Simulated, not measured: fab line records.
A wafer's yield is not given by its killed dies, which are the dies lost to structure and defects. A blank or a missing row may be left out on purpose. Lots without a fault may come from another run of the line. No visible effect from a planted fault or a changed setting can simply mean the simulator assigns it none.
One fault seen from 2 desks :: flow gf180mcu :: what lay behind the numbers comes last; until then each desk has only its own

== THE TOOL OWNER'S DESK: implanter-01 ==
For each lot that ran on this tool, the mean over its sampled wafers that have a number, from the tool's own readings at GF_HV_LDD_IMPLANT_09. Any lot whose mean is over 4 standard deviations away from the usual mean is out of limits and marked OUT; that distance is given in the brackets.
Columns: A = dose-ions-cm2 at GF_HV_LDD_IMPLANT_09, usual 1e+14; B = faraday-current-uA at GF_HV_LDD_IMPLANT_09, usual 564
lot: L401
first seen here: day 10 05:29
A: 1e+14
B: 571

lot: L407
first seen here: day 11 19:24
A: 1e+13 (-99 or more) OUT
B: 62 (-46) OUT

lot: L409
first seen here: day 12 10:04
A: 1e+13 (-99 or more) OUT
B: 62 (-46) OUT

lot: L419
first seen here: day 15 16:50
A: 1e+14
B: 575

lot: L420
first seen here: day 15 23:39
A: 1e+14
B: 572

lot: L421
first seen here: day 16 11:28
A: 1e+14
B: 564
Finding of this desk: L407, L409 out of limits; the first was L407 at day 11 19:24, on dose-ions-cm2 at GF_HV_LDD_IMPLANT_09. In limits: L401, L419, L420, L421.

== METROLOGY DESK ==
Means of the sampled wafers that have a number, per lot and without regard to the tool the lot ran on: this is what the gauges read. Any lot whose mean is over 4 standard deviations away from the usual mean is out of limits and marked OUT; that distance is given in the brackets.
Columns: A = LVPWELL_TW at GF_LVPWELL_TW_MEAS_11, usual 559; B = DUAL_GATE_OVL at GF_DUAL_GATE_OVL_MEAS_11, usual -0.3 nm; C = POLY_GATE_OXIDATION_THK at GF_POLY_GATE_THK_MEAS_17, usual 4.00 nm; D = HV_LDD_TW at GF_HV_LDD_TW_MEAS_11, usual 2415; E = HV_LDD_RS at GF_HV_LDD_RS_MEAS_53, usual 418.2 ohm/sq
lot: L401
first seen here: day 4 00:00
A: 556
B: 1.7
C: 3.97
D: 2388
E: 419.2

lot: L402
first seen here: day 4 02:41
A: 563
B: 0.7
C: 3.87
D: 2395
E: 418.0

lot: L404
first seen here: day 4 13:11
A: 560
B: -0.1
C: 3.94
D: 2401
E: 418.1

lot: L407
first seen here: day 5 06:21
A: 564
B: -0.2
C: 4.06
D: 1236 (-54) OUT
E: 758.4 (+99 or more) OUT

lot: L408
first seen here: day 5 14:08
A: 560
B: 0.9
C: 3.99
D: 2387
E: 417.6

lot: L409
first seen here: day 5 19:05
A: 557
B: -0.5
C: 3.96
D: 1247 (-53) OUT
E: 753.9 (+99 or more) OUT

lot: L412
first seen here: day 6 13:39
A: 558
B: -2.0
C: 3.98
D: 2445
E: 416.7

lot: L415
first seen here: day 7 06:24
A: 570
B: -1.3
C: 3.99
D: 2424
E: 418.5

lot: L419
first seen here: day 8 03:47
A: 561
B: -0.7
C: 4.01
D: 2403
E: 418.0

lot: L420
first seen here: day 8 10:14
A: 555
B: -1.1
C: 3.98
D: 2405
E: 418.5

lot: L421
first seen here: day 8 15:39
A: 554
B: -0.8
C: 4.05
D: 2440
E: 418.2

lot: L422
first seen here: day 8 21:16
A: 556
B: -0.6
C: 4.13
D: 2407
E: 419.0

lot: L424
first seen here: day 9 07:39
A: 560
B: 1.1
C: 4.04
D: 2381
E: 417.9
Finding of this desk: L407, L409 out of limits, first seen on L407 at day 11 19:38 (HV_LDD_TW at GF_HV_LDD_TW_MEAS_11). In limits: L401, L402, L404, L408, L412, L415, L419, L420, L421, L422, L424.

== BROUGHT TOGETHER ==
An alarm could have come from the tool owner's desk at day 11 19:24, on L407, L409.
At day 11 19:38 the metrology desk could have sounded an alarm, on L407, L409.
Every lot named ran GF_HV_LDD_IMPLANT_09 on implanter-01.

== WHAT WAS PUT IN BY THE SIMULATOR ==
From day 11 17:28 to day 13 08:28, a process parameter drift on implanter-01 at GF_HV_LDD_IMPLANT_09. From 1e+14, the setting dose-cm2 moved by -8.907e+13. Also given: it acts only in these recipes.
Shown lots that were struck: L407, L409.
Fault start to first reading out of limits, in hours, per desk: tool owner, 2; metrology, 2.
